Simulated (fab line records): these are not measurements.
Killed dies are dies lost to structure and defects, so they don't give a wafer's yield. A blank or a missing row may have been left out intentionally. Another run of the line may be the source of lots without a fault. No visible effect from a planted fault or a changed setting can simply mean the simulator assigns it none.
Which tool was responsible? ; flow sky130 ; Sampling: 13 lots, 39 wafers, 3 of 708 route steps

== WHAT THE GAUGES SHOWED, per wafer ==
SKY_CAPM_RS_MEAS_03: the measuring method here is four-point-probe. Usual: for CAPM_TIN_RS the level is 6.92 ohm/sq and the standard deviation is 0.08.
lot;measured;on;CAPM_TIN_RS (ohm/sq);flag
L960;day 36 02:52;film_metro-04;6.97 6.88 6.93;
L963;day 37 14:26;film_metro-03;6.99 6.89 7.01;
L964;day 37 15:21;film_metro-02;6.91 7.08 7.04;
L965;day 38 05:44;film_metro-03;7.05 6.95 6.97;
L966;day 38 07:58;film_metro-03;6.92 6.91 6.83;
L969;day 39 08:43;film_metro-04;6.97 6.92 6.96;
L971;day 39 22:10;film_metro-02;6.85 6.85 6.82;
L972;day 40 04:30;film_metro-02;6.89 6.91 6.94;
L973;day 40 09:08;film_metro-04;6.81 6.84 6.85;
L974;day 40 18:16;film_metro-02;6.88 6.90 6.99;
L975;day 41 03:22;film_metro-03;7.06 7.06 7.07;
L978;day 41 14:11;film_metro-02;6.95 6.85 6.98;
L977;day 41 17:13;film_metro-04;6.97 6.87 6.97;

== TOOL THAT RAN EACH LOT (tool first, then ch and the chambers of the sampled wafers, then the start) ==
lot;SKY_LI_CONTACT_DEVELOP_11;SKY_METAL3_SPUTTER_01
L960;litho_track-02 ch 0, day 28 21:00;pvd_sputter-02, day 36 02:30
L963;litho_track-02 ch 0, day 30 10:00;pvd_sputter-03, day 37 14:05
L964;litho_track-04 ch 0, day 30 11:00;pvd_sputter-01, day 37 15:02
L965;litho_track-02 ch 0, day 31 02:00;pvd_sputter-02, day 38 05:25
L966;litho_track-02 ch 0, day 31 05:00;pvd_sputter-03, day 38 07:37
L969;litho_track-03 ch 0, day 32 09:00;pvd_sputter-02, day 39 08:22
L971;litho_track-03 ch 0, day 33 00:00;pvd_sputter-01, day 39 21:50
L972;litho_track-03 ch 0, day 33 05:00;pvd_sputter-03, day 40 04:10
L973;litho_track-03 ch 0, day 33 10:00;pvd_sputter-01, day 40 08:47
L974;litho_track-04 ch 0, day 33 20:00;pvd_sputter-03, day 40 17:57
L975;litho_track-03 ch 0, day 34 04:00;pvd_sputter-02, day 41 03:01
L978;litho_track-03 ch 0, day 34 16:00;pvd_sputter-02, day 41 13:52
L977;litho_track-04 ch 0, day 34 20:00;pvd_sputter-01, day 41 16:53
- SKY_LI_CONTACT_DEVELOP_11: develop time 60.92 s.
- SKY_METAL3_SPUTTER_01: material TiN, target thk 20 nm, time 16.7 s.

== AS READ BY THE TOOLS THEMSELVES (means over the sampled wafers that have a number; for cases with no such wafer, the mark the record gives instead) ==
SKY_LI_CONTACT_DEVELOP_11. Usual: developer_temp_C reads 21.01 C (standard deviation 0.1).
lot;tool;developer_temp_C (C);flag
L960;litho_track-02;21.06;
L963;litho_track-02;20.85;
L964;litho_track-04;21.01;
L965;litho_track-02;21.08;
L966;litho_track-02;20.98;
L969;litho_track-03;21.05;
L971;litho_track-03;21.09;
L972;litho_track-03;21.10;
L973;litho_track-03;20.99;
L974;litho_track-04;21.02;
L975;litho_track-03;23.35;OFF
L978;litho_track-03;23.27;OFF
L977;litho_track-04;21.10;

SKY_METAL3_SPUTTER_01. Usual: throttle_valve_pct reads 30.4 % (standard deviation 0.93).
lot;tool;throttle_valve_pct (%);flag
L960;pvd_sputter-02;30.7;
L963;pvd_sputter-03;30.7;
L964;pvd_sputter-01;29.9;
L965;pvd_sputter-02;30.6;
L966;pvd_sputter-03;30.4;
L969;pvd_sputter-02;31.1;
L971;pvd_sputter-01;31.0;
L972;pvd_sputter-03;29.9;
L973;pvd_sputter-01;30.5;
L974;pvd_sputter-03;30.4;
L975;pvd_sputter-02;30.4;
L978;pvd_sputter-02;30.6;
L977;pvd_sputter-01;29.9;

== THE ANSWER, worked out from the rows above alone ==
Rule: take the mean of a lot's wafers that have a number; if it is more than 3 standard deviations from the usual mean, the lot is off. Also off: a lot with no number at a reading for which 4 or more lots have one. Any other lot the step has rows for is counted as sound. The gauges are gone through in route order, then the tools' own readings, and for those a lot's mean is taken as printed above. The first step at which some lot is off is used, and at that step the reading that is off furthest; a lot without a number counts as furthest.
Off, at SKY_LI_CONTACT_DEVELOP_11 on developer_temp_C: L975, L978.
A tool fits if, at that step or a process step before it, it ran every lot that is off, and no sound lot after the first of them. One candidate fits, namely litho_track-03 at SKY_LI_CONTACT_DEVELOP_11. A fault onset in the window from L973 (day 33 10:00, its last sound lot) to L975 (day 34 04:00, its first lot off) fits.
On the lots that are off, the tool's own readings at SKY_LI_CONTACT_DEVELOP_11 differ by more than 5 times the standard deviation of the sound lots' means, which bears it out; developer_temp_C reads 23.31 C there versus 21.03 C on the sound lots.

== WHAT THE SIMULATOR HAD PUT IN ==
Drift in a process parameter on litho_track-03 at SKY_LI_CONTACT_DEVELOP_11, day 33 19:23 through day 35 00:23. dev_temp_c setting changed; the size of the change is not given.
Shown lots that were struck: L975, L978. The rule above found the same.
